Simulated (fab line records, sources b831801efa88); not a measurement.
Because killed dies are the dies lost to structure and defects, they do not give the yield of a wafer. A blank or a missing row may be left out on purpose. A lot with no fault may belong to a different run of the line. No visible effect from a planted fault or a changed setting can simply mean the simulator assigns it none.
Matching of chambers | flow sky130 | SKY_LI_CONTACT_CMP_24 on cmp-01 has 4 sister chambers
The step polishes, stops on PSG, t overpolish 20 s, target thk 0 nm. 4 wafers are shown with their chamber, then 6 later ones without.

WAFERS, EACH WITH ITS CHAMBER
wafer  | chamber | motor-current-A (A)
L257.5 | 1       | 13.2
L262.3 | 2       | 10.5
L262.5 | 3       | 10.7
L262.6 | 0       | 10.5

WAFERS WITHOUT THEIR CHAMBER
wafer  | motor-current-A (A)
L263.2 | 12.4
L263.4 | 10.7
L263.6 | 9.6
L264.1 | 10.9
L264.3 | 10.4
L264.4 | 9.8

EACH ONE'S CHAMBER
wafer  | from the rows above               | in truth
L263.2 | can't be placed: 1 or 3 or 0 or 2 | 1
L263.4 | can't be placed: 3 or 0 or 2      | 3
L263.6 | can't be placed: 0 or 2 or 3      | 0
L264.1 | can't be placed: 3 or 0 or 2      | 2
L264.3 | can't be placed: 0 or 2 or 3      | 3
L264.4 | can't be placed: 0 or 2 or 3      | 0
Correct placement for 0 of the 6. Not placeable from these rows: 6 (in 6, the candidates include the true chamber). Number placed wrongly: 0.
How it was worked out, from the rows above alone: a wafer's distance from a chamber is the root of the sum, over the readings, of the square of ((its reading less the chamber's mean) divided by the reading's scatter). If the next closest chamber is less than 2 further off than the closest, the wafer can't be placed; otherwise it belongs to the closest. A chamber's mean is the mean of its shown wafers. The scatter: with one shown wafer a chamber, the root of the mean of the squares of how far each hidden wafer lies from its nearest shown one.
